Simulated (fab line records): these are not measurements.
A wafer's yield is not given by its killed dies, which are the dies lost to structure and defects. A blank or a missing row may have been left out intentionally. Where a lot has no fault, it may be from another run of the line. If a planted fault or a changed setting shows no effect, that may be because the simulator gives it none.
Chamber matching / flow sky130 / cmp-01 running SKY_VIA3_CMP_02: 4 sister chambers
The step polishes SiO2. 8 wafers are shown with their chamber, then 11 later ones without.

== WAFERS, EACH WITH ITS CHAMBER ==
wafer=L077.6; chamber=0; motor_current_A (A)=14.5
wafer=L082.6; chamber=2; motor_current_A (A)=10.9
wafer=L086.4; chamber=3; motor_current_A (A)=11.5
wafer=L086.5; chamber=3; motor_current_A (A)=10.9
wafer=L089.1; chamber=0; motor_current_A (A)=14.4
wafer=L089.2; chamber=1; motor_current_A (A)=12.3
wafer=L089.5; chamber=2; motor_current_A (A)=10.7
wafer=L090.3; chamber=1; motor_current_A (A)=12.2

== WAFERS WHOSE CHAMBER IS MISSING ==
wafer=L090.4; motor_current_A (A)=11.6
wafer=L090.5; motor_current_A (A)=12.4
wafer=L092.1; motor_current_A (A)=11.3
wafer=L092.5; motor_current_A (A)=12.7
wafer=L092.6; motor_current_A (A)=14.6
wafer=L094.2; motor_current_A (A)=15.2
wafer=L094.3; motor_current_A (A)=12.1
wafer=L094.4; motor_current_A (A)=11.0
wafer=L095.1; motor_current_A (A)=11.4
wafer=L095.4; motor_current_A (A)=12.1
wafer=L095.5; motor_current_A (A)=11.6

== WHICH CHAMBER EACH WENT THROUGH ==
wafer=L090.4; from the rows above=can't be placed: 3 or 1 or 2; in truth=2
wafer=L090.5; from the rows above=1; in truth=1
wafer=L092.1; from the rows above=can't be placed: 3 or 2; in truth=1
wafer=L092.5; from the rows above=1; in truth=1
wafer=L092.6; from the rows above=0; in truth=0
wafer=L094.2; from the rows above=0; in truth=0
wafer=L094.3; from the rows above=1; in truth=1
wafer=L094.4; from the rows above=can't be placed: 2 or 3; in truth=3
wafer=L095.1; from the rows above=can't be placed: 3 or 2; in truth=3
wafer=L095.4; from the rows above=1; in truth=1
wafer=L095.5; from the rows above=can't be placed: 3 or 1 or 2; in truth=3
Correct placement for 6 of the 11. Unplaceable from these rows: 5, with the true chamber sitting among the candidates in 4. 0 placed wrongly.
How it was worked out, from the rows above alone: a wafer's distance from a chamber is the root of the sum, over the readings, of the square of ((its reading less the chamber's mean) divided by the reading's scatter). If the next closest chamber is less than 2 further off than the closest, the wafer can't be placed; otherwise it belongs to the closest. The mean given for a chamber averages the wafers shown for that chamber. The scatter: the root of (the sum of the squares of (reading less its chamber's mean) over the shown wafers, divided by (wafers less chambers)).
